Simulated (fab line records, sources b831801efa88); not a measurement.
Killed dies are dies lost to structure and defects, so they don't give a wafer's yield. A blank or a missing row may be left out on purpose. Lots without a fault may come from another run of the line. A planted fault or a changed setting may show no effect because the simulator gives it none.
fab line records | flow sky130
record lots=6 wafers=18 last_day=50
route steps=708 shown POLY_GATE@218 PAD_OPEN@708
lots that met no fault: from a run of the same line without faults
start_h: hours from the record's first day to the start of the lot's first wafer shown | wait_h: hours since the lot's step before | " the same as in the row above | L1.1+2: a row that stands for several wafers | - no value, or no start given | * or withheld: withheld | < > ~ a bound
route shown NAME@n: a module of which the file shows steps, and the number in the route of the first | usual: mean/standard deviation of fault-free wafers | same: alike in all rows | chamber/n: place in a boat | sites: the reading at each site | _std_site: their standard deviation | _edge_site: outer sites' mean less inner sites' | radius_mm: how far each site lies from the wafer's centre | mask NAME#n: copy n | behind: the tool/chamber that last shaped the wafer | hold: why the lot was held/for how many hours/how that ended | device: the transistor (n, p or np) that didn't switch | end of line: the same wafers' tests at the end of the route | a step without rows: its recipe alone | killed: dies lost to structure and defects at the first sort, not the wafer's yield | map: a wafer's dies, x killed, . not, _ none there
set.NAME: the setting as run; set.NAME@STEP: as run at that earlier step | model.NAME: the simulator's own value behind a step, which no gauge read
lots at some steps of the route; a table a step, a row a wafer
services: from which hour (start_h, from the record's first day; less than 0 if before it) a tool's chamber was out of use, for how many hours, and why
## steps
# step SKY_POLY_GATE_THK_MEAS_04
# recipe reads=Si3N4_of_POLY_GATE_CVD_03
# usual POLY_GATE_CVD_03_THK=74.4/0.67
# columns lot.wafer tool chamber start_h wait_h POLY_GATE_CVD_03_THK[nm]
L481.2 film_metro-02 - 426.09 0.0 74.3
L481.3 " - " " 74.5
L481.5 " - " " 74.2
L484.3 film_metro-02 - 432.90 0.0 73.5
L484.4 " - " " 74.4
L484.6 " - " " 74.4
L492.2 film_metro-01 - 510.94 0.0 74.5
L492.4 " - " " 74.7
L492.5 " - " " 74.3
L494.1 film_metro-02 - 518.31 0.0 73.4
L494.3 " - " " 73.3
L494.5 " - " " 73.7
L495.2 film_metro-02 - 520.88 0.0 74.6
L495.4 " - " " 75.6
L495.6 " - " " 75.2
L497.1 film_metro-02 - 535.36 0.0 73.4
L497.3 " - " " 73.1
L497.6 " - " " 74.1
# step SKY_POLY_GATE_DEHYDRATE_05
# recipe temp_c=200 time_s=60
# step SKY_POLY_GATE_HMDS_06
# recipe prime_time_s=60 prime_temp_c=120
# step SKY_POLY_GATE_COAT_07
# recipe resist=BARC temp_c=withheld time_s=withheld spin_rpm=3000 resist_thk_nm=110
# step SKY_POLY_GATE_COAT_08
# recipe resist=KrF-thick spin_rpm=3000 resist_thk_nm=450
# step SKY_POLY_GATE_SOFTBAKE_09
# recipe temp_c=100 time_s=90 resist=KrF-thick
# step SKY_POLY_GATE_EXPOSE_10
# recipe mask_id=P1M na=0.68 source_shape=conventional sigma_outer=0.6 target_cd_nm=150 dose_mj=27.59
# step SKY_POLY_GATE_PEB_11
# recipe peb_temp_c=withheld peb_time_s=withheld resist=KrF-thick
# step SKY_POLY_GATE_DEVELOP_12
# recipe develop_time_s=60 resist=KrF-thick dev_temp_c=21
# step SKY_POLY_GATE_CD_MEAS_13
# recipe target_cd_nm=150
# usual cd_nm=150.5/1.4
# columns lot.wafer tool chamber start_h wait_h cd_nm
L481.2 cd_sem-02 - 456.76 - 150.5
L481.3 " - " " 149.1
L481.5 " - " " 149.6
L484.3 cd_sem-01 - 463.90 - 152.5
L484.4 " - " " 151.9
L484.6 " - " " 153.4
L492.2 cd_sem-01 - 541.65 - 151.2
L492.4 " - " " 151.9
L492.5 " - " " 151.1
L494.1 cd_sem-01 - 548.76 - 152.2
L494.3 " - " " 152.1
L494.5 " - " " 152.2
L495.2 cd_sem-02 - 551.10 - 149.4
L495.4 " - " " 148.7
L495.6 " - " " 149.4
L497.1 cd_sem-02 - 565.08 - 148.4
L497.3 " - " " 149.9
L497.6 " - " " 148.6
# step SKY_POLY_GATE_OVL_MEAS_14
# usual POLY_GATE_OVL=-2/6.2
# columns lot.wafer tool chamber start_h wait_h POLY_GATE_OVL[nm]
L481.2 overlay-02 - 456.87 0.1 -6
L481.3 " - " " -3
L481.5 " - " " 0
L484.3 overlay-01 - 463.99 0.1 -6
L484.4 " - " " -5
L484.6 " - " " 0
L492.2 overlay-02 - 541.76 0.1 -3
L492.4 " - " " -3
L492.5 " - " " -3
L494.1 overlay-01 - 548.88 0.1 -14
L494.3 " - " " -9
L494.5 " - " " -10
L495.2 overlay-02 - 551.21 0.1 -7
L495.4 " - " " -4
L495.6 " - " " -1
L497.1 overlay-02 - 565.20 0.1 -8
L497.3 " - " " -3
L497.6 " - " " -4
# step SKY_POLY_GATE_ETCH_15
# recipe chemistry=N2/H2 target=BARC ion_energy_ev=200 source_w=500 bias_w=100 pressure_mtorr=30 n2_flow_sccm=100 h2_flow_sccm=200 stop_on=SiO2 time_s=118.5 target_depth_a=1100
# usual drypump_motor_current_A=5.6/0.38 h2_flow_sccm=200.0/0.59 oes_product_au=0.717/0.0046 rf_fwd_power_W=497.4/1.7 throttle_valve_pct=13.213/0.009
# columns lot.wafer tool chamber start_h wait_h drypump_motor_current_A h2_flow_sccm oes_product_au rf_fwd_power_W rf_hours_counter_h throttle_valve_pct
L481.2 rie_diel-04 3 456.90 0.0 5.6 199.8 0.720 495.9 61 13.192
L481.3 " 1 " " 5.8 199.7 0.718 496.8 1 13.213
L481.5 " 0 " " 5.8 200.3 0.716 500.8 - 13.211
L484.3 rie_diel-01 0 464.01 0.0 5.9 198.9 0.720 497.2 82 13.211
L484.4 " 2 " " 5.3 200.8 0.717 498.4 16 13.225
L484.6 " 2 " " 5.3 199.5 0.717 496.5 - 13.220
L492.2 rie_diel-04 3 541.79 0.0 5.6 200.8 0.723 497.3 63 13.215
L492.4 " 3 " " 5.6 200.5 0.714 496.0 - 13.225
L492.5 " 2 " " 5.0 200.4 0.716 498.3 - 13.196
L494.1 rie_diel-04 3 548.91 0.0 5.6 199.9 0.719 496.2 63 13.202
L494.3 " 1 " " 5.8 199.6 0.716 498.5 3 13.204
L494.5 " 1 " " 5.8 198.6 0.719 500.1 - 13.216
L495.2 rie_diel-01 2 551.24 0.0 5.3 200.7 0.719 496.7 18 13.210
L495.4 " 2 " " 5.3 200.5 0.720 497.4 - 13.214
L495.6 " 3 " " 5.8 199.7 0.718 496.5 - 13.185
L497.1 rie_diel-03 1 565.24 0.0 5.1 199.7 0.718 499.8 9 13.226
L497.3 " 2 " " 6.0 199.7 0.717 497.6 9 13.214
L497.6 " 0 " " 5.2 199.0 0.713 495.4 - 13.229
# step SKY_POLY_GATE_ETCH_16
# recipe stop_on=poly-Si chemistry=CH3F/O2 target=Si3N4 source_w=400 bias_w=80 pressure_mtorr=25 ch3f_flow_sccm=40 O2_flow_sccm=30 time_s=147.5 target_depth_a=750
# usual drypump_motor_current_A=5.6/0.38 oes_product_au=0.639/0.0049 rf_fwd_power_W=398.1/1.4 throttle_valve_pct=10.536/0.009
# columns lot.wafer tool chamber start_h wait_h drypump_motor_current_A oes_product_au rf_fwd_power_W rf_hours_counter_h throttle_valve_pct model.KrF-thick_of_POLY_GATE_COAT_08.thk_nm
L481.2 rie_diel-04 3 456.98 0.0 5.5 0.638 396.3 61 10.530 231
L481.3 " 1 " " 5.8 0.640 401.8 1 10.521 234
L481.5 " 0 " " 5.9 0.635 397.3 - 10.532 232.1
L484.3 rie_diel-01 0 464.09 0.0 5.9 0.641 396.3 82 10.537 233
L484.4 " 2 " " 5.3 0.639 397.4 16 10.527 231.7
L484.6 " 2 " " 5.3 0.640 398.6 - 10.552 232
L492.2 rie_diel-04 3 541.87 0.0 5.6 0.640 334.7 63 10.542 238.6
L492.4 " 3 " " 5.5 0.633 333.1 - 10.533 238.6
L492.5 " 2 " " 5.0 0.634 331.5 - 10.516 237.4
L494.1 rie_diel-04 3 548.99 0.0 5.5 0.635 335.3 63 10.526 238.6
L494.3 " 1 " " 5.8 0.635 336.4 3 10.549 242.2
L494.5 " 1 " " 5.8 0.639 337.5 - 10.545 241.5
L495.2 rie_diel-01 2 551.32 0.0 5.3 0.649 397.7 18 10.518 234.2
L495.4 " 2 " " 5.3 0.645 398.1 - 10.536 233.7
L495.6 " 3 " " 5.8 0.633 397.8 - 10.548 238.4
L497.1 rie_diel-03 1 565.32 0.0 5.1 0.640 395.7 9 10.533 231.7
L497.3 " 2 " " 6.0 0.635 399.3 9 10.533 229.1
L497.6 " 0 " " 5.2 0.638 396.9 - 10.548 233.4
# step SKY_POLY_GATE_ETCH_17
# recipe target_depth_nm=180 stop_on=SiO2 over_etch_frac=0.56667 chemistry=HBr/Cl2 target=poly-Si icp_w=400 bias_w=100 pressure_mtorr=10 HBr_flow_sccm=150 Cl2_flow_sccm=50 time_s=70.5
# usual drypump_motor_current_A=5.6/0.5 oes_product_au=0.991/0.0085 rf_fwd_power_W=397.2/1.4 throttle_valve_pct=33.684/0.0095
# columns lot.wafer tool chamber start_h wait_h drypump_motor_current_A oes_product_au rf_fwd_power_W rf_hours_counter_h throttle_valve_pct model.KrF-thick_of_POLY_GATE_COAT_08.thk_nm
L481.2 rie_si-02 2 457.08 0.0 5.3 0.995 396.9 5 33.696 137.7
L481.3 " 1 " " 6.3 0.996 398.0 1 33.688 140.1
L481.5 " 1 " " 6.2 1.002 397.5 - 33.682 137.2
L484.3 rie_si-02 3 464.19 0.0 5.5 0.978 396.6 54 33.680 139.6
L484.4 " 0 " " 5.6 0.981 397.7 - 33.694 137.6
L484.6 " 1 " " 6.2 0.983 397.6 - 33.672 138.1
L492.2 rie_si-01 1 541.97 0.0 5.2 0.994 396.9 4 33.695 143.5
L492.4 " 2 " " 6.4 0.992 398.4 2 33.691 143
L492.5 " 1 " " 5.2 0.992 398.8 - 33.675 142.6
L494.1 rie_si-02 2 549.09 0.0 5.4 0.990 399.7 6 33.668 143.7
L494.3 " 0 " " 5.6 1.003 395.3 3 33.677 145
L494.5 " 2 " " 5.3 1.005 399.2 - 33.676 146.6
L495.2 rie_si-01 1 551.42 0.0 5.2 0.992 398.6 4 33.699 140.2
L495.4 " 2 " " 6.4 1.004 397.6 3 33.692 137.7
L495.6 " 2 " " 6.4 1.001 397.6 - 33.685 142.1
L497.1 rie_si-02 0 565.42 0.0 5.6 0.999 396.5 3 33.690 135.6
L497.3 " 3 " " 5.6 0.996 397.0 0 33.684 133
L497.6 " 0 " " 5.6 1.003 397.1 - 33.682 137.2
# step SKY_POLY_GATE_STRIP_18
# recipe chemistry=O2/N2 power_w=1400 pressure_mtorr=1500 platen_temp_c=withheld o2_flow_sccm=3000 n2_flow_sccm=306.7 overash_fraction=0.5
# usual drypump_motor_current_A=5.7/0.31 oes_product_au=0.361/0.0052 strip_time_to_endpoint_s=3.15/0.036
# same overash_fraction=0.5
# columns lot.wafer tool chamber start_h wait_h drypump_motor_current_A oes_product_au rf_hours_counter_h strip_time_to_endpoint_s
L481.2 plasma_asher-01 1 457.13 0.0 5.5 0.368 77 3.14
L481.3 " 1 " " 5.5 0.360 - 3.16
L481.5 " 0 " " 5.3 0.357 - 3.15
L484.3 plasma_asher-04 0 464.28 0.1 5.8 0.364 - 3.16
L484.4 " 1 " " 5.7 0.359 - 3.14
L484.6 " 0 " " 5.8 0.360 - 3.15
L492.2 plasma_asher-01 1 542.03 0.0 5.5 0.358 86 3.20
L492.4 " 1 " " 5.5 0.368 - 3.20
L492.5 " 0 " " 5.3 0.368 - 3.18
L494.1 plasma_asher-01 1 549.15 0.0 5.5 0.367 86 3.21
L494.3 " 1 " " 5.5 0.360 - 3.22
L494.5 " 1 " " 5.5 0.359 - 3.24
L495.2 plasma_asher-03 1 551.48 0.0 6.2 0.356 11 3.17
L495.4 " 1 " " 6.2 0.360 - 3.13
L495.6 " 0 " " 5.8 0.370 - 3.18
L497.1 plasma_asher-04 0 565.48 0.0 5.8 0.350 45 3.12
L497.3 " 0 " " 5.8 0.360 - 3.08
L497.6 " 0 " " 5.8 0.355 - 3.15
# step SKY_PAD_OPEN_PROBE_99
# usual killed_at_M0_to_M3=42/6.4 killed_at_M4_up=2.9/1.7 killed_at_contacts=25/5.2 killed_at_front_end=16/4.4 killed_at_other=0.4/0.65 killed_dies=86/9.2 killed_open=47/6.6 killed_short=39/5.8
# same gross_dies=492 killed_at_back_side=0
# columns lot.wafer tool chamber start_h wait_h killed_at_M0_to_M3 killed_at_M4_up killed_at_contacts killed_at_front_end killed_at_other killed_dies killed_open killed_short
L481.2 prober-01 - 1130.47 0.1 49 3 18 17 0 87 46 41
L481.3 prober-01 - 1130.52 0.2 42 7 18 16 1 84 43 41
L481.5 prober-01 - 1130.62 0.2 44 3 24 16 0 87 46 41
L484.3 prober-02 - 1141.14 0.2 43 1 22 14 0 80 43 37
L484.4 prober-02 - 1141.19 0.2 34 6 19 8 0 67 33 34
L484.6 prober-02 - 1141.29 0.2 38 3 20 17 1 79 40 38
L492.2 prober-02 - 1185.52 0.1 49 1 24 17 0 91 43 47
L492.4 prober-02 - 1185.62 0.2 44 3 24 13 0 84 43 41
L492.5 prober-02 - 1185.67 0.2 41 8 22 21 1 93 51 41
L494.1 prober-01 - 1186.97 0.1 48 2 35 20 0 105 61 44
L494.3 prober-01 - 1187.07 0.2 37 0 25 12 0 74 44 30
L494.5 prober-01 - 1187.17 0.2 38 3 21 18 1 81 38 43
L495.2 prober-02 - 1188.32 0.1 45 1 28 14 0 88 45 43
L495.4 prober-02 - 1188.42 0.2 48 1 30 15 0 94 51 43
L495.6 prober-02 - 1188.52 0.2 43 3 25 20 0 91 51 40
L497.1 prober-01 - 1195.86 0.1 43 2 20 11 0 76 43 32
L497.3 prober-01 - 1195.96 0.2 39 3 27 16 0 85 50 33
L497.6 prober-01 - 1196.11 0.2 42 4 29 19 1 95 54 40
# killed by level:class
L481.2 VIA1:geometric_particle:open=11 VIA3:geometric_particle:open=10 METAL1:geometric_particle:short=9 VIA2:geometric_particle:open=8 POLY_GATE:geometric_particle:short=6 POLY_GATE:geometric_particle:open=5 LOCAL_INTERCONNECT:geometric_particle:short=5 CONTACT:geometric_particle:short=5
L481.3 VIA1:geometric_particle:open=10 CONTACT:geometric_particle:open=9 VIA3:geometric_particle:open=8 POLY_GATE:geometric_particle:short=5 LI_CONTACT:geometric_particle:open=5 METAL1:geometric_particle:short=5 VIA1:geometric_particle:short=5 FIELD_ISO:geometric_particle:short=4
L481.5 CONTACT:geometric_particle:open=12 VIA3:geometric_particle:open=8 VIA1:geometric_particle:open=7 METAL1:geometric_particle:short=7 FIELD_ISO:geometric_particle:short=6 CONTACT:geometric_particle:short=6 VIA1:geometric_particle:short=5 FIELD_ISO:geometric_particle:open=4
L484.3 VIA2:geometric_particle:open=8 VIA3:geometric_particle:open=7 VIA1:geometric_particle:open=7 CONTACT:geometric_particle:open=6 FIELD_ISO:geometric_particle:open=5 LI_CONTACT:geometric_particle:open=5 CONTACT:geometric_particle:short=5 METAL1:geometric_particle:short=5
L484.4 CONTACT:geometric_particle:open=6 METAL3:geometric_particle:short=6 VIA1:geometric_particle:open=5 LI_CONTACT:geometric_particle:open=4 VIA3:geometric_particle:open=4 POLY_GATE:geometric_particle:short=3 LI_CONTACT:geometric_particle:short=3 CONTACT:geometric_particle:short=3
L484.6 VIA3:geometric_particle:open=9 CONTACT:geometric_particle:open=8 METAL1:geometric_particle:short=6 POLY_GATE:geometric_particle:open=5 FIELD_ISO:geometric_particle:short=4 VIA1:geometric_particle:open=4 CONTACT:geometric_particle:short=4 METAL2:geometric_particle:short=4
L492.2 VIA1:geometric_particle:open=13 CONTACT:geometric_particle:open=7 POLY_GATE:geometric_particle:short=5 LI_CONTACT:geometric_particle:open=5 CONTACT:geometric_particle:short=5 METAL1:geometric_particle:short=5 VIA1:geometric_particle:short=5 LOCAL_INTERCONNECT:geometric_particle:short=4
L492.4 LI_CONTACT:geometric_particle:open=8 VIA1:geometric_particle:open=7 CONTACT:geometric_particle:open=7 METAL2:geometric_particle:short=6 METAL3:geometric_particle:short=6 VIA1:geometric_particle:short=5 VIA3:geometric_particle:open=5 FIELD_ISO:geometric_particle:open=4
L492.5 VIA1:geometric_particle:open=10 FIELD_ISO:geometric_particle:open=9 CONTACT:geometric_particle:open=8 METAL1:geometric_particle:short=8 VIA2:geometric_particle:open=7 CONTACT:geometric_particle:short=6 LI_CONTACT:geometric_particle:open=5 METAL4:geometric_particle:short=5
L494.1 CONTACT:geometric_particle:open=15 VIA1:geometric_particle:open=10 LI_CONTACT:geometric_particle:open=8 POLY_GATE:geometric_particle:short=7 METAL2:geometric_particle:short=7 VIA2:geometric_particle:open=7 POLY_GATE:geometric_particle:open=6 CONTACT:geometric_particle:short=6
L494.3 LI_CONTACT:geometric_particle:open=8 CONTACT:geometric_particle:open=7 VIA1:geometric_particle:open=7 LOCAL_INTERCONNECT:geometric_particle:short=6 VIA3:geometric_particle:open=6 FIELD_ISO:geometric_particle:short=5 METAL2:geometric_particle:short=5 FIELD_ISO:geometric_particle:open=4
L494.5 VIA1:geometric_particle:open=11 CONTACT:geometric_particle:open=10 METAL3:geometric_particle:short=8 FIELD_ISO:geometric_particle:short=7 POLY_GATE:geometric_particle:short=5 VIA3:geometric_particle:open=5 CONTACT:geometric_particle:short=4 FIELD_ISO:geometric_particle:open=2
L495.2 VIA1:geometric_particle:open=13 LI_CONTACT:geometric_particle:open=10 METAL2:geometric_particle:short=9 CONTACT:geometric_particle:open=6 CONTACT:geometric_particle:short=6 VIA1:geometric_particle:short=6 VIA3:geometric_particle:open=6 FIELD_ISO:geometric_particle:short=5
L495.4 VIA2:geometric_particle:open=10 CONTACT:geometric_particle:open=9 VIA1:geometric_particle:open=9 FIELD_ISO:geometric_particle:open=7 CONTACT:geometric_particle:short=7 VIA1:geometric_particle:short=7 LI_CONTACT:geometric_particle:open=6 METAL2:geometric_particle:short=6
L495.6 CONTACT:geometric_particle:open=11 METAL2:geometric_particle:short=9 VIA1:geometric_particle:open=8 LI_CONTACT:geometric_particle:open=7 FIELD_ISO:geometric_particle:short=6 METAL1:geometric_particle:short=6 VIA1:geometric_particle:short=6 POLY_GATE:geometric_particle:open=5
L497.1 VIA2:geometric_particle:open=9 CONTACT:geometric_particle:open=8 VIA3:geometric_particle:open=7 VIA1:geometric_particle:open=7 VIA2:geometric_particle:short=6 LI_CONTACT:geometric_particle:open=4 VIA1:geometric_particle:short=4 METAL3:geometric_particle:short=4
L497.3 CONTACT:geometric_particle:open=10 VIA1:geometric_particle:open=8 VIA2:geometric_particle:open=7 LI_CONTACT:geometric_particle:open=6 METAL1:geometric_particle:short=5 FIELD_ISO:geometric_particle:short=4 POLY_CUT:geometric_particle:open=4 LOCAL_INTERCONNECT:geometric_particle:open=4
L497.6 LI_CONTACT:geometric_particle:open=10 CONTACT:geometric_particle:open=8 VIA1:geometric_particle:open=7 VIA2:geometric_particle:open=7 METAL2:geometric_particle:short=6 VIA3:geometric_particle:open=5 FIELD_ISO:geometric_particle:short=4 POLY_CUT:geometric_particle:short=4
## services
# columns tool chamber start_h hours kind
rie_si-01 3 452.33 9.3 repair
plasma_asher-03 - 458.41 2.8 pm
rie_si-02 2 462.45 3.4 repair
plasma_asher-04 - 469.09 1.9 repair
rie_diel-01 0 472.89 30.6 repair
rie_diel-03 2 479.94 9.6 repair
rie_si-01 3 494.43 4.5 repair
rie_si-02 3 504.88 - clean
rie_si-02 3 504.88 28.8 scheduled_down
rie_si-02 3 504.88 28.8 vent_cycle
rie_diel-03 - 522.55 2.8 pm
rie_si-01 2 523.57 3.9 repair
rie_diel-03 1 525.75 6.0 repair
rie_diel-01 1 528.16 38.7 repair
rie_diel-04 0 529.08 - clean
rie_diel-04 0 529.08 20.5 scheduled_down
rie_diel-04 0 529.08 20.5 vent_cycle
rie_diel-01 3 542.14 6.7 repair
rie_diel-01 0 544.05 2.5 repair
## key
first_sign step=SKY_POLY_GATE_ETCH_16 reading=rf_fwd_power_W direction=down sigmas=47 usual=398.1 struck=334.8
effect none on later readings
model_effect step=SKY_POLY_GATE_ETCH_16 value=KrF-thick_of_POLY_GATE_COAT_08.thk_nm without=232.5 struck=239.5
model_effect step=SKY_POLY_GATE_ETCH_17 value=KrF-thick_of_POLY_GATE_COAT_08.thk_nm without=137.1 struck=144.1
met_at SKY_POLY_GATE_ETCH_16
struck_wafers L492.2,L492.4,L492.5,L494.1,L494.3,L494.5
tester_left_out L492,L494
onset_between 456.98 541.87
fault kind=process_parameter_drift tool=rie_diel-04 chamber=- onset_h=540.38 steps=SKY_POLY_GATE_ETCH_16 channel=source_w offset=-64 shape=step end_h=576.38 acts_in=these_recipes_only stated=400
# tester_left_out: of these lots the tester's yield and bins aren't shown, on N5 and GAA mostly nor the transistor test; their killed dies are dies lost to structure and defects alone, not to doping, threshold or leakage, so they don't give the yield
